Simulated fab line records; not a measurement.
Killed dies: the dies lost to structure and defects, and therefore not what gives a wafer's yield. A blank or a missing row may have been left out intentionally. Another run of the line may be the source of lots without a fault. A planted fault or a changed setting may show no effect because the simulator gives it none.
fab line records ; flow sky130
record: lots: 5; wafers: 12; lastDay: 50
route steps=708 shown LOCAL_INTERCONNECT@400 CONTACT@406 METAL1@434 PAD_OPEN@708
lots untouched by any fault: they come from a run of this same line in which no faults occurred
startH: the number of hours between the record's first day and the start of the first shown wafer of the lot ; waitH: how many hours have passed since the lot's step before this one ; " unchanged from the row above ; L1.1+2: a row that stands for several wafers ; - either no value or no given start ; * or withheld: withheld ; < > ~ a bound
route shown NAME@n: NAME is a module with steps in the file, n the number in the route of the first one ; usual: mean/standard deviation of fault-free wafers ; same: alike in all rows ; chamber/n: place in a boat ; sites: per-site readings ; _std_site: standard deviation across them ; _edge_site: mean of outer sites minus mean of inner sites ; radiusMm: for every site, how far away it sits from the centre of the wafer ; mask NAME#n: copy n ; behind: the last tool/chamber to shape the wafer ; hold: reason for holding the lot/hours on hold/outcome of the hold ; device: names the non-switching transistor (n, p or np) ; end of line: the tests these same wafers got at the end of their route ; for a step that has no rows: nothing shown but its recipe ; killed: the dies lost at the first sort to structure and to defects; this is not the yield of the wafer ; map: a wafer's dies, x killed, . not, _ none there
set.NAME: setting as actually run; set.NAME@STEP: the setting as run at that earlier step ; model.NAME: the simulator's own value behind a step, which no gauge read
lots at selected steps of the route; one table per step, one row per wafer
services: the hour from which a tool's chamber was out of use, counted from the record's first day as startH (under 0 if before that day), plus the number of hours and why
== steps ==
step: SKY_LOCAL_INTERCONNECT_ETCH_13
recipe: chemistry: N2/H2; target: BARC; ionEnergyEv: 200; biasW: 100; pressureMtorr: 30; n2FlowSccm: 100; h2FlowSccm: 200; icpW: 500; stopOn: SiO2; timeS: 45.9; targetDepthA: 600
step: SKY_LOCAL_INTERCONNECT_METAL_ETCH_14
recipe: targetDepthNm: 110; stopOn: PSG; chemistry: Cl2/BCl3; target: TiN; resistSidewallDeg: 88; pressureMtorr: 10; icpW: 900; biasW: 48.5; Cl2_flow_sccm: 60; bcl3FlowSccm: 30; timeS: 31.4
step: SKY_LOCAL_INTERCONNECT_STRIP_15
recipe: chemistry: O2/N2; powerW: 1400; pressureMtorr: 1500; platenTempC: withheld; o2FlowSccm: 3000; n2FlowSccm: 300; overashFraction: 0.5
step: SKY_LOCAL_INTERCONNECT_STRIP_16
recipe: chemistry: postEtchResidueRemover; timeS: 1200; tempC: 72.5
step: SKY_LOCAL_INTERCONNECT_CLEAN_17
recipe: chemistry: IPA; timeS: 180; tempC: 25
step: SKY_LOCAL_INTERCONNECT_CLEAN_18
recipe: chemistry: O3/DIW; dry: n2Spin
step: SKY_CONTACT_CVD_00
recipe: material: Si3N4; targetThkNm: 75; tempC: 400; timeS: withheld; rfW: 450
step: SKY_CONTACT_HDPCVD_02
recipe: material: SiO2; targetThkNm: 565; sigmaOpenFrac: 0.3; timeS: 94.2; tempC: 600; sih4FlowSccm: 60; pressureMtorr: 6
step: SKY_CONTACT_CMP_04
recipe: material: SiO2; downForcePsi: 4; platenRpm: 60; padVelocityMS: 0.94248
usual: motorCurrentA: 11.8/1.3; slurryFilterDpKPa: 13.50/0.13; timeToEndpointS: 82/5.7
lot.wafer;tool;chamber;startH;waitH;motorCurrentA;slurryFilterDpKPa;timeToEndpointS;model.SiO2_of_CONTACT_HDPCVD_02.thkNm
L380.2;cmp-01;3;780.83;0.0;13.4;13.61;80;338.4
L380.4;cmp-01;0;780.83;0.0;10.6;13.62;76;338
L380.5;cmp-01;0;780.83;0.0;10.9;13.54;68;337.4
L388.1;cmp-01;0;825.46;0.1;10.9;13.59;106;415
L388.5;cmp-01;3;825.46;0.1;14.7;13.56;82;339.8
L387.1;cmp-01;1;829.27;0.1;11.7;13.56;114;425.2
L387.4;cmp-01;2;829.27;0.1;12.2;13.44;85;340.6
L389.4;cmp-01;2;835.38;0.1;12.9;13.49;75;339.6
L389.1;cmp-01;0;835.38;0.1;10.3;13.27;111;418.1
L394.2;cmp-02;0;863.72;0.2;10.7;13.51;93;342.4
L394.3;cmp-02;1;863.72;0.2;9.7;13.64;88;339.4
L394.6;cmp-02;3;863.72;0.2;10.9;13.54;91;341.9
step: SKY_CONTACT_DEHYDRATE_06
recipe: tempC: 200; timeS: 60
step: SKY_CONTACT_HMDS_07
recipe: primeTimeS: 60; primeTempC: 120
step: SKY_CONTACT_COAT_08
recipe: resist: BARC; tempC: withheld; timeS: withheld; spinRpm: 3000; resistThkNm: 60
step: SKY_CONTACT_COAT_09
recipe: resist: KrF-thick; spinRpm: 3000; resistThkNm: 450
step: SKY_CONTACT_SOFTBAKE_10
recipe: tempC: 100; timeS: 90; resist: KrF-thick
step: SKY_CONTACT_EXPOSE_11
recipe: maskId: CTM1; na: 0.8; sourceShape: annular; sigmaInner: 0.55; sigmaOuter: 0.85; targetCdNm: 170; doseMj: 38
step: SKY_CONTACT_PEB_12
recipe: pebTempC: withheld; pebTimeS: withheld; resist: KrF-thick
step: SKY_CONTACT_DEVELOP_13
recipe: developTimeS: 60; resist: KrF-thick; devTempC: 21
step: SKY_CONTACT_ETCH_16
recipe: chemistry: N2/H2; target: BARC; ionEnergyEv: 200; sourceW: 500; biasW: 100; pressureMtorr: 30; n2FlowSccm: 100; h2FlowSccm: 200; stopOn: SiO2; timeS: 45.9; targetDepthA: 600
step: SKY_CONTACT_ETCH_17
recipe: target: SiO2; chemistry: C4F8/O2/Ar; stopOn: Si3N4; maskMaterial: KrF-thick; sourceW: 1500; biasW: 1200; pressureMtorr: 40; c4f8FlowSccm: withheld; O2_flow_sccm: 6; Ar_flow_sccm: 300; timeS: withheld; targetDepthA: 3400
usual: oesProductAu: 0.891/0.0052
lot.wafer;tool;chamber;startH;waitH;oesProductAu;model.etch.depthNm;model.CONTACT.featureDepthNm
L380.2;rieDiel-01;2;808.34;0.0;0.889;338.4;338.4
L380.4;rieDiel-01;1;808.34;0.0;0.889;338;338
L380.5;rieDiel-01;3;808.34;0.0;0.899;337.4;337.4
L388.1;rieDiel-02;1;852.82;0.0;1.004;415;415
L388.5;rieDiel-02;1;852.82;0.0;0.898;339.8;339.8
L387.1;rieDiel-01;2;856.20;0.0;1.018;421.4;421.4
L387.4;rieDiel-01;1;856.20;0.0;0.897;340.6;340.6
L389.1;rieDiel-01;3;862.27;0.0;0.984;399;399
L389.4;rieDiel-01;0;862.27;0.0;0.888;339.6;339.6
L394.2;rieDiel-01;0;890.34;0.0;0.896;342.4;342.4
L394.3;rieDiel-01;1;890.34;0.0;0.884;339.4;339.4
L394.6;rieDiel-01;0;890.34;0.0;0.897;341.9;341.9
step: SKY_CONTACT_ETCH_18
recipe: target: Si3N4; chemistry: CHF3/O2; stopOn: TiN; sourceW: 600; biasW: 200; pressureMtorr: 40; chf3FlowSccm: 50; O2_flow_sccm: 5; timeS: 39; targetDepthA: 750
step: SKY_CONTACT_STRIP_19
recipe: chemistry: O2/N2; powerW: 1400; pressureMtorr: 1500; platenTempC: withheld; o2FlowSccm: 3000; n2FlowSccm: 300; overashFraction: 0.5
step: SKY_CONTACT_STRIP_20
recipe: chemistry: postEtchResidueRemover; timeS: 1200; tempC: 72.5
step: SKY_CONTACT_CLEAN_21
recipe: chemistry: IPA; timeS: 180; tempC: 25
step: SKY_CONTACT_CLEAN_22
recipe: chemistry: O3/DIW; dry: n2Spin
step: SKY_CONTACT_SPUTTER_23
recipe: material: TiN; targetThkNm: 20; chamberPressurePa: 5; powerW: 4000; timeS: 80
step: SKY_CONTACT_CVD_24
recipe: material: W; targetThkNm: 340; timeS: 102.12; tempC: 400; pressureTorr: 40
step: SKY_CONTACT_CMP_27
recipe: stopOn: SiO2; tOverpolishS: 15; downForcePsi: 3.5; platenRpm: 60; targetThkNm: 0; padVelocityMS: 0.94248
usual: motorCurrentA: 10.7/1.2; slurryFilterDpKPa: 13.51/0.14
lot.wafer;tool;chamber;startH;waitH;motorCurrentA;slurryFilterDpKPa;model.SiO2_of_CONTACT_HDPCVD_02.thkNm
L380.4;cmp-01;1;809.37;0.0;10.7;13.56;334.8
L380.2;cmp-01;3;809.37;0.0;12.6;13.23;335.2
L380.5;cmp-01;2;809.37;0.0;11.4;13.64;334.2
L388.1;cmp-01;2;853.99;0.1;11.7;13.66;411.8
L388.5;cmp-01;2;853.99;0.1;11.5;13.61;336.6
L387.1;cmp-02;3;857.31;0.1;11.0;13.43;422
L387.4;cmp-02;2;857.31;0.1;12.0;13.72;337.4
L389.4;cmp-01;3;863.40;0.1;12.1;13.54;336.4
L389.1;cmp-01;1;863.40;0.1;11.0;13.46;414.9
L394.3;cmp-02;3;891.44;0.1;10.5;13.71;336.2
L394.2;cmp-02;0;891.44;0.1;10.0;13.35;339.2
L394.6;cmp-02;3;891.44;0.1;10.6;13.40;338.8
step: SKY_METAL1_SPUTTER_00
recipe: material: Ti; targetThkNm: 15; powerW: 3000; timeS: 10; chamberPressurePa: 0.4
step: SKY_PAD_OPEN_PROBE_99
usual: killed_at_M0_to_M3: 44/7.7; killed_at_M4_up: 3.0/1.9; killedAtContacts: 25/5.6; killedAtFrontEnd: 15/4.6; killedAtOther: 0.3/0.47; killedDies: 86/9.9; killedOnRim: 17/3.6; killedOpen: 47/7.4; killedShort: 39/5.9
same: grossDies: 492; killedAtBackSide: 0
lot.wafer;tool;chamber;startH;waitH;killed_at_M0_to_M3;killed_at_M4_up;killedAtContacts;killedAtFrontEnd;killedAtOther;killedDies;killedOnRim;killedOpen;killedShort
L380.2;prober-01;-;1135.31;0.1;38;5;24;10;0;77;7;42;35
L380.4;prober-01;-;1135.41;0.2;42;1;39;4;0;86;19;52;34
L380.5;prober-01;-;1135.46;0.2;50;1;27;9;0;87;15;54;33
L388.1;prober-02;-;1165.64;0.1;47;6;22;19;0;94;24;45;48
L387.1;prober-02;-;1165.98;0.1;46;1;181;14;1;243;38;49;37
L387.4;prober-02;-;1166.13;0.2;58;4;22;12;0;96;19;48;48
L389.1;prober-01;-;1169.05;0.1;34;5;338;15;0;392;77;39;31
L389.4;prober-01;-;1169.20;0.2;52;1;23;15;0;91;20;50;41
killed by level:class
L380.2 LI_CONTACT:geometricParticle:open=8 CONTACT:geometricParticle:open=6 VIA1:geometricParticle:open=6 VIA2:geometricParticle:open=6 METAL1:geometricParticle:short=5 VIA3:geometricParticle:open=5 FIELD_ISO:geometricParticle:short=4 POLY_GATE:geometricParticle:open=4
L380.4 CONTACT:geometricParticle:open=18 LI_CONTACT:geometricParticle:open=9 VIA2:geometricParticle:open=7 METAL2:geometricParticle:short=6 CONTACT:geometricParticle:short=5 METAL1:geometricParticle:open=5 VIA3:geometricParticle:open=5 METAL1:geometricParticle:short=4
L380.5 CONTACT:geometricParticle:open=13 VIA3:geometricParticle:open=12 VIA1:geometricParticle:open=8 VIA2:geometricParticle:open=8 LI_CONTACT:geometricParticle:open=5 CONTACT:geometricParticle:short=5 VIA1:geometricParticle:short=5 METAL2:geometricParticle:short=4
L388.1 VIA1:geometricParticle:open=12 FIELD_ISO:geometricParticle:short=9 CONTACT:geometricParticle:open=9 VIA2:geometricParticle:open=9 METAL1:geometricParticle:short=6 VIA1:geometricParticle:short=5 LI_CONTACT:geometricParticle:open=4 LOCAL_INTERCONNECT:geometricParticle:short=4
L387.1 CONTACT:areaCmp=157 VIA1:geometricParticle:open=11 CONTACT:geometricParticle:open=11 METAL1:geometricParticle:short=7 METAL2:geometricParticle:short=7 LI_CONTACT:geometricParticle:open=6 VIA3:geometricParticle:open=6 FIELD_ISO:geometricParticle:short=5
L387.4 VIA1:geometricParticle:open=14 METAL1:geometricParticle:short=12 VIA3:geometricParticle:open=8 LOCAL_INTERCONNECT:geometricParticle:short=7 VIA2:geometricParticle:open=7 CONTACT:geometricParticle:open=6 VIA1:geometricParticle:short=5 FIELD_ISO:geometricParticle:open=4
L389.1 CONTACT:areaCmp=322 VIA1:geometricParticle:open=8 METAL1:geometricParticle:short=7 POLY_GATE:geometricParticle:open=5 VIA2:geometricParticle:open=5 LI_CONTACT:geometricParticle:open=5 CONTACT:geometricParticle:open=5 VIA3:geometricParticle:open=5
L389.4 VIA1:geometricParticle:open=16 CONTACT:geometricParticle:open=10 VIA1:geometricParticle:short=9 CONTACT:geometricParticle:short=7 VIA2:geometricParticle:open=6 VIA3:geometricParticle:open=6 POLY_GATE:geometricParticle:open=5 VIA2:geometricParticle:short=5
map L387.1 (x killed, . not)
__________x...x....x_________
________x........x...._______
______..xxxxx...x..x...._____
_____.xxxxx.xxx.xxxxxx.xx____
____....xxxxxxxx.x.xx.x..x___
___.xxxx.xxxxxxxxxxxxxx.xx.__
__x.x..xxxxxxxx.xxx.x.xx.xxx_
_.......xxxx.xx.xxx...xx....x
_.x.xx.xxxx.xxxx...x.xxxx...x
_....xxx.xxxx.x...x..........
_xx..x.x.xxxxxxx.xx..xxxxx...
_x.x.xxxxxxx.xx......xx......
_xxx.x.xxxxx...xx...x.x......
_.......xx....x.x..x.xx.....x
_..xx.x...xxx.x..xx.x..x..xx.
__x.xxx.x....x..xx..xxx.x..._
___.x.x..x......xxx.xxxxx..__
____x.xxxx....x.x..x.xx.xx___
_____..x.......x...x.xxxx____
______..x..x.x..x...x.x._____
________x....xxxx....x_______
__________.xxxxxx..._________
map L388.5 (x killed, . not)
__________.x..x..xx._________
________.xx...x.x....._______
______....x.......x..x.._____
_____...x.......x..x.....____
____...x.................x___
___.....x....x...x.........__
__x..xx..............x.....x_
_.....x...xxx..x.x.x.......x.
_x...x..x....x........x...xx.
_.............xx....x....x..x
_.x.....x............x.......
_..........x..x..xx..........
_.xxx...xxx.............x.x..
_.x.....x.x.xx...x...........
_x.x...x..x..xx......x.......
__..x..x........xx.x......x._
___............x..x........__
____.x..........x..x.xx..x___
_____x.x.......xx........____
______......x.x...x....._____
________.x........x..._______
__________....x....._________
== services ==
tool;chamber;startH;hours;kind
rieDiel-01;3;763.94;-;clean
rieDiel-01;3;763.94;13.4;scheduledDown
rieDiel-01;3;763.94;13.4;ventCycle
rieDiel-01;-;774.59;0.5;repair
rieDiel-02;0;791.03;5.7;repair
cmp-01;-;802.02;4.3;repair
rieDiel-01;0;811.03;12.7;repair
cmp-02;-;819.59;3.8;repair
cmp-01;-;830.49;1.9;repair
rieDiel-02;0;860.10;-;clean
rieDiel-02;0;860.10;26.4;scheduledDown
rieDiel-02;0;860.10;26.4;ventCycle
cmp-01;-;878.28;0.7;repair
rieDiel-02;-;881.93;0.7;repair
cmp-01;-;884.45;0.6;repair
== key ==
firstSign: step: SKY_CONTACT_CMP_04; reading: timeToEndpointS; direction: up; sigmas: 5; usual: *; struck: *
effect: step: SKY_CONTACT_ETCH_17; reading: oesProductAu; direction: up; sigmas: 21; usual: 0.891; struck: 1.002
effect: step: SKY_PAD_OPEN_PROBE_99; reading: killedAtContacts; direction: up; sigmas: 28; usual: 25; struck: 180; wafersMoved: 2
modelEffect: step: SKY_CONTACT_CMP_04; value: SiO2_of_CONTACT_HDPCVD_02.thkNm; without: 339.3; struck: 419.4
modelEffect: step: SKY_CONTACT_ETCH_17; value: etch.depthNm; without: 339.3; struck: 411.8
modelEffect: step: SKY_CONTACT_CMP_27; value: SiO2_of_CONTACT_HDPCVD_02.thkNm; without: 336.1; struck: 416.2
moreKillsBornAt: SKY_CONTACT_CMP_04@cmp-01: 480
metAt SKY_CONTACT_CMP_04
struckWafers L387.1,L388.1,L389.1
laterRowsLeftOut L389.1
testerLeftOut L387,L388,L389
onsetBetween 780.83 825.46
fault: kind: processParameterDrift; tool: cmp-01; chamber: -; onsetH: 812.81; steps: SKY_CONTACT_CMP_04; channel: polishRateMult; offset: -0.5; shape: step; endH: 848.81; scope: struckWafersOnly
testerLeftOut: of these lots the tester's yield and bins aren't shown, on N5 and GAA mostly nor the transistor test; their killed dies are dies lost to structure and defects alone, not to doping, threshold or leakage, so they don't give the yield
laterRowsLeftOut: the simulator's readings of these wafers behind a module that went badly wrong aren't trusted and aren't shown, but for the sort
